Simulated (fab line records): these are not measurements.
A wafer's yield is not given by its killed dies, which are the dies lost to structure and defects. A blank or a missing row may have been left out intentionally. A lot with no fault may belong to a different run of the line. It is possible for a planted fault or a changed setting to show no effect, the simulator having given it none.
Comparing a struck lot with a sound one ; flow sky130 ; 17 steps out of a route of 708
Sound: the wafers L135.3, L135.4, L135.5. Struck: wafers L133.2, L133.4, L133.5. Last of all comes the cause.
Per side, at each step with rows, come the tool, then ch with its chambers, and then its first start. Under that, the readings that differ: sound wafers ; struck wafers ; difference of the means ; sigmas: that difference in standard deviations of wafers without a fault.
alike: readings with means less than 2 such deviations apart, plus words and numbers identical on both sides. not compared: withheld readings, readings lacking a value on some wafer, bounds such as >300 that could conceal the same value, and numbers that have no deviation in the record and whose values overlap.
The two part at a step that has a row with sigmas, a row that says differs or no value, or rows on one side only. When numbers do not overlap yet have no deviation, they are printed without sigmas and do not part them. A reading that every wafer of one side lacks parts them only if that side has two wafers or more.

first, 3 steps without rows for these wafers: SKY_SONOS_ONO_WET_ETCH_18 (etches Si3N4 in H3PO4, target depth 15 nm, time 172 s); SKY_GATE_OXIDE_CLEAN_00 (cleans in SC1/SC2, time 150 s); SKY_GATE_OXIDE_OXIDATION_01 (stabilise 600 s, purge 300 s, target thk 10.268 nm).
SKY_GATE_OXIDE_THK_MEAS_02:
  sound on film metro-01, day 19 02:18; struck on film metro-02, day 18 06:50
  alike: GATE_OXIDE_OXIDATION_00_THK
then, 7 steps without rows for these wafers: SKY_GATE_OXIDE_DEHYDRATE_03 (time 60 s); SKY_GATE_OXIDE_HMDS_04 (prime time 60 s); SKY_GATE_OXIDE_COAT_05 (resist thk 1140 nm); SKY_GATE_OXIDE_SOFTBAKE_06 (time 60 s); SKY_GATE_OXIDE_EXPOSE_07 (exposes mask LVOM, target cd 600 nm); SKY_GATE_OXIDE_PEB_08; SKY_GATE_OXIDE_DEVELOP_09 (develop time 60 s).
SKY_GATE_OXIDE_OVL_MEAS_10:
  sound on overlay-02, day 20 08:26; struck on overlay-01, day 19 12:47
  alike: GATE_OXIDE_OVL
SKY_GATE_OXIDE_IMPLANT_11:
  sound on implanter-04 ch 0, day 20 08:31; struck on implanter-01 ch 0, day 19 12:51
reading;sound;struck;difference;sigmas
dose ions cm2;2.5972e+12 2.598e+12 2.5994e+12;1.8043e+12 1.7988e+12 1.7976e+12;-7.9797e+11;-99 or more
faraday current uA;14.53 14.80 14.45;9.94 9.98 9.90;-4.65;-16
then, 1 step without rows for these wafers: SKY_GATE_OXIDE_WET_ETCH_12 (etches SiO2 in dHF, target depth 16.8 nm, time 336 s).
SKY_GATE_OXIDE_STRIP_13: strips in O2/N2.
  sound on plasma asher-02 ch 0,1, day 20 08:44; struck on plasma asher-04 ch 0,1, day 19 13:05
  alike: drypump motor current A, o2 flow sccm, oes product au, strip time to endpoint s
  not compared: rf hours counter h
SKY_GATE_OXIDE_TW_MEAS_14:
  sound on film metro-01, day 20 08:50; struck on film metro-02, day 19 13:25
reading;sound;struck;difference;sigmas
GATE_OXIDE_TW;223.4 221.7 222.0;198.5 198.1 196.8;-24.6;-12
  not compared: hold
-- here the record skips 30 days between the struck wafers' starts before and after, leaving off in module GATE_OXIDE and picking up in module PAD_OPEN (first step shown: number 708 of the route) --
SKY_PAD_OPEN_PROBE_99:
  sound on prober-02, day 50 03:20; struck on prober-02, day 49 17:38
reading;sound;struck;difference;sigmas
hold;- - -;await dispo/5.4h/release await dispo/5.4h/release await dispo/5.4h/release;no value on the sound wafers;
model.etest.tip p.rs ohm sq;6936 6973 6938;7289 7193 7268;+301;
model.etest.pfet_01v8.r on ohm um;2909 2893 2816;3162 3147 3126;+272;
model.etest.nfet_01v8_lvt.drive ua um;567 575.5 585.3;615.8 612 605;+35.0;
model.etest.nfet_01v8.drive ua um;497.1 500.7 505.9;535.9 529.7 527.4;+29.8;
model.etest.nfet_01v8_turned.drive ua um;498.8 502.3 509.3;537.7 531.1 530.4;+29.6;
model.etest.nfet_01v8_swapped.drive ua um;499.6 505 515.2;537.4 531.5 532.6;+27.2;
model.etest.sram nfet pass.drive ua um;467.5 490.6 484.7;529.1 519 523.6;+43.0;
model.etest.nfet_01v8.r on ohm um;842 838.7 823.4;803.2 800.8 797.7;-34.1;
  alike: killed_at_M0_to_M3, killed_at_M4_up, killed at contacts, killed at front end, killed at other, killed dies, killed open, killed short

## WHERE THEY PART
At SKY_GATE_OXIDE_IMPLANT_11 first; at SKY_PAD_OPEN_PROBE_99 last (within this record only).

WHY: whatever the simulator had introduced
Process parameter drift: implanter-01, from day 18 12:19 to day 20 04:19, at SKY_GATE_OXIDE_IMPLANT_11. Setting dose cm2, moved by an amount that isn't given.
